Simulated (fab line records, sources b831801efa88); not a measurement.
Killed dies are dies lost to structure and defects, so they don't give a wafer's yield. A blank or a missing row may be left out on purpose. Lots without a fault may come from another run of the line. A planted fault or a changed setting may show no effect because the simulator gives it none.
fab line records | flow sky130
record lots=5 wafers=15 last_day=49
route steps=708 shown METAL3@556 VIA3@573 PAD_OPEN@708
lots that met no fault: from a run of the same line without faults
start_h: hours from the record's first day to the start of the lot's first wafer shown | wait_h: hours since the lot's step before | " the same as in the row above | L1.1+2: a row that stands for several wafers | - no value, or no start given | * or withheld: withheld | < > ~ a bound
route shown NAME@n: a module of which the file shows steps, and the number in the route of the first | usual: mean/standard deviation of fault-free wafers | same: alike in all rows | chamber/n: place in a boat | sites: the reading at each site | _std_site: their standard deviation | _edge_site: outer sites' mean less inner sites' | radius_mm: how far each site lies from the wafer's centre | mask NAME#n: copy n | behind: the tool/chamber that last shaped the wafer | hold: why the lot was held/for how many hours/how that ended | device: the transistor (n, p or np) that didn't switch | end of line: the same wafers' tests at the end of the route | a step without rows: its recipe alone | killed: dies lost to structure and defects at the first sort, not the wafer's yield | map: a wafer's dies, x killed, . not, _ none there
set.NAME: the setting as run; set.NAME@STEP: as run at that earlier step | model.NAME: the simulator's own value behind a step, which no gauge read
lots at some steps of the route; a table a step, a row a wafer
services: from which hour (start_h, from the record's first day; less than 0 if before it) a tool's chamber was out of use, for how many hours, and why
## steps
# step SKY_METAL3_HMDS_06
# recipe prime_time_s=60 prime_temp_c=120
# step SKY_METAL3_COAT_07
# recipe resist=BARC temp_c=withheld time_s=withheld spin_rpm=3000 resist_thk_nm=60
# step SKY_METAL3_COAT_08
# recipe resist=KrF-thick spin_rpm=3000 resist_thk_nm=1140
# step SKY_METAL3_SOFTBAKE_09
# recipe temp_c=100 time_s=90 resist=KrF-thick
# step SKY_METAL3_EXPOSE_10
# recipe mask_id=MM3 na=0.68 source_shape=annular sigma_inner=0.4 sigma_outer=0.8 target_cd_nm=300 dose_mj=28
# step SKY_METAL3_PEB_11
# recipe peb_temp_c=withheld peb_time_s=withheld resist=KrF-thick
# step SKY_METAL3_DEVELOP_12
# recipe develop_time_s=60 resist=KrF-thick dev_temp_c=21
# step SKY_METAL3_DESCUM_15
# recipe chemistry=O2 source_power_w=150 bias_power_w=0 pressure_mtorr=10 temp_c=40 time_s=8
# step SKY_METAL3_ETCH_16
# recipe chemistry=N2/H2 target=BARC ion_energy_ev=200 bias_w=100 pressure_mtorr=30 n2_flow_sccm=100 h2_flow_sccm=200 icp_w=500 stop_on=SiO2 time_s=88.2 target_depth_a=600
# step SKY_METAL3_ETCH_17
# recipe target=SiO2 stop_on=TiN chemistry=C4F8/O2/Ar source_w=1500 bias_w=1200 pressure_mtorr=40 c4f8_flow_sccm=withheld O2_flow_sccm=6 Ar_flow_sccm=300 time_s=3.9 target_depth_a=150
# step SKY_METAL3_METAL_ETCH_18
# recipe target_depth_a=8450 stop_on=SiO2 over_etch_frac=0.3 time_s=183.1 chemistry=Cl2/BCl3 resist_sidewall_deg=88 pressure_mtorr=10 icp_w=900 bias_w=48.5 Cl2_flow_sccm=60 bcl3_flow_sccm=30
# usual drypump_motor_current_A=5.4/0.49 oes_product_au=0.867/0.0064 throttle_valve_pct=22.264/0.0087
# columns lot.wafer tool chamber start_h wait_h drypump_motor_current_A oes_product_au rf_hours_counter_h throttle_valve_pct
L614.3 rie_metal-03 1 901.41 0.1 5.5 0.871 - 22.247
L614.4 " 0 " " 5.1 0.874 - 22.266
L614.6 " 0 " " 5.1 0.873 - 22.274
L627.1 rie_metal-02 1 995.27 0.0 4.8 0.866 3 22.247
L627.3 " 1 " " 4.8 0.868 - 22.261
L627.6 " 0 " " 6.2 0.879 - 22.250
L628.3 rie_metal-02 1 1004.61 0.1 4.8 0.874 - 22.265
L628.4 " 0 " " 6.2 0.870 - 22.251
L628.5 " 1 " " 4.9 0.859 - 22.265
L631.1 rie_metal-02 1 1037.80 0.0 4.8 0.873 5 22.255
L631.2 " 0 " " 6.2 0.876 7 22.259
L631.4 " 1 " " 4.9 0.866 - 22.263
L632.1 rie_metal-02 0 1042.67 0.0 6.2 0.871 8 22.260
L632.2 " 1 " " 4.8 0.862 5 22.261
L632.6 " 0 " " 6.2 0.860 - 22.268
# step SKY_METAL3_STRIP_19
# recipe chemistry=O2/N2 power_w=1400 pressure_mtorr=1500 platen_temp_c=withheld o2_flow_sccm=3000 n2_flow_sccm=300 overash_fraction=0.5
# step SKY_METAL3_STRIP_20
# recipe chemistry=post_etch_residue_remover time_s=1200 temp_c=72.5
# step SKY_METAL3_CLEAN_21
# recipe chemistry=IPA time_s=180 temp_c=25
# step SKY_METAL3_CLEAN_22
# recipe chemistry=O3/DIW dry=n2_spin
# step SKY_VIA3_HDPCVD_00
# recipe material=SiO2 target_thk_nm=1635 sigma_open_frac=0.3 time_s=272.5 temp_c=400 sih4_flow_sccm=60 pressure_mtorr=6
# step SKY_VIA3_CMP_02
# recipe material=SiO2 down_force_psi=4 platen_rpm=60 pad_velocity_m_s=0.94248
# step SKY_VIA3_DEHYDRATE_04
# recipe temp_c=200 time_s=60
# step SKY_VIA3_HMDS_05
# recipe prime_time_s=60 prime_temp_c=120
# step SKY_VIA3_COAT_06
# recipe resist=BARC temp_c=withheld time_s=withheld spin_rpm=3000 resist_thk_nm=60
# step SKY_VIA3_COAT_07
# recipe resist=KrF-thick spin_rpm=3000 resist_thk_nm=450
# step SKY_VIA3_SOFTBAKE_08
# recipe temp_c=100 time_s=90 resist=KrF-thick
# step SKY_VIA3_EXPOSE_09
# recipe mask_id=VIM3 na=0.8 source_shape=annular sigma_inner=0.55 sigma_outer=0.85 target_cd_nm=200 dose_mj=38
# step SKY_VIA3_PEB_10
# recipe peb_temp_c=withheld peb_time_s=withheld resist=KrF-thick
# step SKY_VIA3_DEVELOP_11
# recipe develop_time_s=60 resist=KrF-thick dev_temp_c=21
# step SKY_VIA3_ETCH_14
# recipe chemistry=N2/H2 target=BARC ion_energy_ev=200 source_w=500 bias_w=100 pressure_mtorr=30 n2_flow_sccm=100 h2_flow_sccm=200 stop_on=SiO2 time_s=45.9 target_depth_a=600
# step SKY_VIA3_ETCH_15
# recipe target=SiO2 chemistry=C4F8/O2/Ar target_depth_nm=507 stop_on=TiN mask_material=KrF-thick source_w=1500 bias_w=1200 pressure_mtorr=40 c4f8_flow_sccm=withheld O2_flow_sccm=6 Ar_flow_sccm=300 time_s=78
# step SKY_VIA3_STRIP_16
# recipe chemistry=O2/N2 power_w=1400 pressure_mtorr=1500 platen_temp_c=withheld o2_flow_sccm=3000 n2_flow_sccm=300 overash_fraction=0.5
# step SKY_VIA3_STRIP_17
# recipe chemistry=post_etch_residue_remover time_s=1200 temp_c=72.5
# step SKY_VIA3_CLEAN_18
# recipe chemistry=IPA time_s=180 temp_c=25
# step SKY_VIA3_CLEAN_19
# recipe chemistry=O3/DIW dry=n2_spin
# step SKY_VIA3_SPUTTER_20
# recipe material=TiN target_thk_nm=20 chamber_pressure_pa=5 power_w=4000 time_s=80
# step SKY_VIA3_CVD_21
# recipe material=W target_thk_nm=390 time_s=117.31 temp_c=400 pressure_torr=40
# step SKY_VIA3_CMP_24
# recipe stop_on=SiO2 t_overpolish_s=20 down_force_psi=3.5 platen_rpm=60 target_thk_nm=0 pad_velocity_m_s=0.94248
# step SKY_PAD_OPEN_PROBE_99
# usual defect_limited_yield=82.3/2.1 killed_at_M0_to_M3=44/7.2 killed_at_M4_up=3.1/1.7 killed_at_contacts=24/5.2 killed_at_front_end=15/4.1 killed_at_other=0.3/0.61 killed_dies=87/10 killed_on_rim=17/3.8 killed_open=48/7.5 killed_short=39/6.6 sort_bin_3_pad_short=0.8/0.39 sort_bin_5_function=10.4/1.7 sort_bin_6_memory=6.5/1.1 sort_n_pass=405/10 sort_yield_pct=82.3/2.1
# same gross_dies=492 killed_at_back_side=0 sort_bin_4_leakage[%]=0 sort_bin_8_speed[%]=0
# columns lot.wafer tool chamber start_h wait_h defect_limited_yield[%] killed_at_M0_to_M3 killed_at_M4_up killed_at_contacts killed_at_front_end killed_at_other killed_dies killed_on_rim killed_open killed_short sort_bin_3_pad_short[%] sort_bin_5_function[%] sort_bin_6_memory[%] sort_n_pass sort_yield_pct[%] model.etest.tester.sort_n_pass model.etest.tester.sort_yield_pct model.etest.tester.sort_bin_5_pct model.etest.tester.sort_bin_3_pct
L614.3 prober-01 - 1073.64 0.2 79.9 50 4 29 16 0 99 19 55 44 2.0 11.4 6.7 393 79.9 393 79.88 11.38 2.033
L614.4 prober-01 - 1073.69 0.2 79.9 47 6 29 16 1 99 20 52 47 1.2 11.8 7.1 393 79.9 393 79.88 11.79 1.22
L614.6 prober-01 - 1073.79 0.2 78.0 55 6 27 19 1 108 25 64 44 0.8 14.0 7.1 384 78.0 384 78.05 14.02 0.813
L627.1 prober-01 - 1149.39 0.1 80.1 47 3 26 21 1 98 13 56 42 1.2 12.0 6.7 394 80.1 394 80.08 11.99 1.22
L627.3 prober-01 - 1149.49 0.2 80.9 46 4 23 21 0 94 10 48 45 0.8 10.4 7.9 398 80.9 398 80.89 10.37 0.813
L627.6 prober-01 - 1149.64 0.2 84.3 41 7 22 7 0 77 19 44 31 0.2 9.6 5.9 415 84.3 415 84.35 9.553 0.2033
L628.3 prober-02 - 1157.21 0.2 73.4 85 4 16 25 1 131 28 50 38 2.2 17.1 7.3 361 73.4 361 73.37 17.07 2.236
L628.4 prober-02 - 1157.26 0.2 81.7 46 5 20 19 0 90 18 54 36 1.0 10.2 7.1 402 81.7 402 81.71 10.16 1.016
L628.5 prober-02 - 1157.31 0.2 75.0 88 2 27 6 0 123 32 43 38 2.2 14.4 8.3 369 75.0 369 75 14.43 2.236
L631.1 prober-01 - 1182.70 0.1 76.8 71 1 26 15 1 114 28 41 35 1.4 15.7 6.1 378 76.8 378 76.83 15.65 1.423
L631.2 prober-01 - 1182.75 0.1 82.1 35 2 31 20 0 88 17 47 39 0.8 10.0 7.1 404 82.1 404 82.11 9.959 0.813
L631.4 prober-01 - 1182.85 0.2 78.5 73 2 16 15 0 106 22 36 29 3.0 11.8 6.7 386 78.5 386 78.46 11.79 3.049
L632.1 prober-02 - 1186.64 0.1 79.5 56 3 34 8 0 101 16 64 37 0.8 11.0 8.7 391 79.5 391 79.47 10.98 0.813
L632.2 prober-02 - 1186.69 0.1 75.2 78 6 24 14 0 122 29 50 31 1.8 17.1 5.9 370 75.2 370 75.2 17.07 1.829
L632.6 prober-02 - 1186.89 0.2 80.9 59 1 21 13 0 94 17 49 45 0.6 11.2 7.3 398 80.9 398 80.89 11.18 0.6098
# killed by level:class
L614.3 VIA1:geometric_particle:open=16 LI_CONTACT:geometric_particle:open=8 LI_CONTACT:geometric_particle:short=7 METAL1:geometric_particle:short=7 CONTACT:geometric_particle:open=6 VIA2:geometric_particle:open=6 VIA3:geometric_particle:open=6 POLY_GATE:geometric_particle:short=5
L614.4 CONTACT:geometric_particle:open=13 VIA1:geometric_particle:open=8 VIA3:geometric_particle:open=7 METAL1:geometric_particle:short=7 VIA1:geometric_particle:short=7 CONTACT:geometric_particle:short=6 VIA2:geometric_particle:open=6 POLY_GATE:geometric_particle:short=5
L614.6 VIA1:geometric_particle:open=19 CONTACT:geometric_particle:open=11 LI_CONTACT:geometric_particle:open=8 METAL1:geometric_particle:short=7 POLY_GATE:geometric_particle:open=6 VIA2:geometric_particle:open=6 VIA3:geometric_particle:open=6 METAL4:geometric_particle:short=5
L627.1 VIA1:geometric_particle:open=19 CONTACT:geometric_particle:open=8 POLY_GATE:geometric_particle:open=7 LI_CONTACT:geometric_particle:open=7 FIELD_ISO:geometric_particle:open=6 METAL1:geometric_particle:short=6 METAL2:geometric_particle:short=5 LOCAL_INTERCONNECT:geometric_particle:short=5
L627.3 LI_CONTACT:geometric_particle:open=10 VIA1:geometric_particle:open=8 METAL1:geometric_particle:short=7 CONTACT:geometric_particle:open=6 FIELD_ISO:geometric_particle:open=5 POLY_GATE:geometric_particle:open=5 POLY_GATE:geometric_particle:short=5 VIA1:geometric_particle:short=5
L627.6 VIA1:geometric_particle:open=14 LI_CONTACT:geometric_particle:open=10 VIA3:geometric_particle:open=6 CONTACT:geometric_particle:open=5 METAL4:geometric_particle:short=5 LOCAL_INTERCONNECT:geometric_particle:short=4 METAL3:geometric_particle:short=4 VIA1:geometric_particle:short=4
L628.3 METAL3:unspecified=43 VIA3:geometric_particle:open=10 CONTACT:geometric_particle:open=8 METAL1:geometric_particle:short=6 VIA1:geometric_particle:open=6 VIA2:geometric_particle:open=6 FIELD_ISO:geometric_particle:open=5 FIELD_ISO:geometric_particle:short=5
L628.4 CONTACT:geometric_particle:open=10 VIA1:geometric_particle:open=7 METAL2:geometric_particle:short=7 VIA2:geometric_particle:open=7 VIA3:geometric_particle:open=7 VIA2:geometric_particle:short=5 FIELD_ISO:geometric_particle:open=4 POLY_GATE:geometric_particle:open=4
L628.5 METAL3:unspecified=42 LI_CONTACT:geometric_particle:open=10 CONTACT:geometric_particle:open=8 VIA1:geometric_particle:short=7 VIA2:geometric_particle:open=7 VIA1:geometric_particle:open=7 LOCAL_INTERCONNECT:geometric_particle:short=6 METAL1:geometric_particle:open=5
L631.1 METAL3:unspecified=38 LI_CONTACT:geometric_particle:open=8 VIA1:geometric_particle:open=7 POLY_GATE:geometric_particle:open=6 LI_CONTACT:geometric_particle:short=6 CONTACT:geometric_particle:open=6 METAL1:geometric_particle:short=5 METAL2:geometric_particle:short=4
L631.2 CONTACT:geometric_particle:open=16 METAL2:geometric_particle:short=9 VIA1:geometric_particle:open=8 POLY_GATE:geometric_particle:short=7 VIA3:geometric_particle:open=5 FIELD_ISO:geometric_particle:short=4 LI_CONTACT:geometric_particle:open=4 CONTACT:geometric_particle:short=4
L631.4 METAL3:unspecified=41 VIA3:geometric_particle:open=9 CONTACT:geometric_particle:open=8 FIELD_ISO:geometric_particle:short=7 METAL2:geometric_particle:short=5 FIELD_ISO:geometric_particle:open=4 VIA3:geometric_particle:short=4 LI_CONTACT:geometric_particle:open=4
L632.1 VIA1:geometric_particle:open=18 CONTACT:geometric_particle:open=15 VIA3:geometric_particle:open=8 LI_CONTACT:geometric_particle:open=6 METAL1:geometric_particle:short=6 VIA2:geometric_particle:open=6 LI_CONTACT:geometric_particle:short=5 CONTACT:geometric_particle:short=5
L632.2 METAL3:unspecified=41 VIA1:geometric_particle:open=11 CONTACT:geometric_particle:open=10 VIA2:geometric_particle:open=7 VIA1:geometric_particle:short=6 FIELD_ISO:geometric_particle:open=4 SPACER:geometric_particle:open=4 LI_CONTACT:geometric_particle:short=4
L632.6 VIA1:geometric_particle:open=15 LI_CONTACT:geometric_particle:open=10 VIA3:geometric_particle:open=9 VIA1:geometric_particle:short=7 METAL1:geometric_particle:short=6 METAL2:geometric_particle:short=6 LOCAL_INTERCONNECT:geometric_particle:short=5 VIA2:geometric_particle:open=5
# map L628.3 (x killed, . not)
__________.........._________
________xx....x.x...x._______
______xxxxx..x.x....x..._____
_____xxxxxx..x..x........____
____xxxxxxx..x...x.....x..___
___xxxxxxxxx...x.x.x.......__
__.xxxxxxxxx..x..x...x..xx.x_
_....xxx..x.xx...............
_..x..xxx...xx.........xx...x
_x.x..........x..x.x.....x...
_................x..x..x.....
_....x.........x..x.x.....x..
_.......x.x..x.x......x......
_xx....x....x.x......x.xx....
_.......xx.....x..x......xx..
__x......xx....x.x...x...x.._
___x.........x....xx.......__
____x.x.........x.........___
_____.x.....x....x.....x.____
______.......x.......x.._____
________xxx..........._______
__________.x......x._________
# map L631.1 (x killed, . not)
__________x..x..x..._________
________x............._______
______xxx..x.........x.._____
_____xxxxxx..........x...____
____xxxxxxxx...........x..___
___xxxxxxxxxx.x.x....x...x.__
__..xxxxxx..........x.x....._
_.....xxxx....x..............
_....xx...xx..xx....x...x....
_..x.....x.....x.x........x..
_x.xx..................x.....
_x.x..x....x..........x.....x
_x.......xx.....x.xxx.x.x.x.x
_...x.......xx..x............
_x...xx..x...............x...
__...x................x....._
___............x......x...x__
____.x.....x..xx....x....x___
_____..............x.x...____
______.x....x..........._____
________.x.....x......_______
__________....x....x_________
## services
# columns tool chamber start_h hours kind
rie_metal-02 0 901.22 - clean
rie_metal-02 0 901.22 19.3 scheduled_down
rie_metal-02 0 901.22 19.3 vent_cycle
rie_metal-02 1 922.62 - clean
rie_metal-02 1 922.62 18.3 scheduled_down
rie_metal-02 1 922.62 18.3 vent_cycle
## key
first_sign step=SKY_PAD_OPEN_PROBE_99 reading=killed_at_M0_to_M3 direction=up sigmas=4.8 usual=44 struck=79
effect step=SKY_PAD_OPEN_PROBE_99 reading=sort_bin_3_pad_short direction=up sigmas=3.4 usual=0.8 struck=2.2
model_effect step=SKY_PAD_OPEN_PROBE_99 value=etest.tester.sort_n_pass without=409.2 struck=372.8
met_at SKY_METAL3_METAL_ETCH_18
struck_wafers L628.3,L628.5,L631.1,L631.4,L632.2
onset_between 995.27 1004.61
fault kind=chamber_particle_source tool=rie_metal-02 chamber=1 onset_h=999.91 steps=SKY_METAL3_METAL_ETCH_18 rate_per_visit_cm2=0.7988 end_h=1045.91
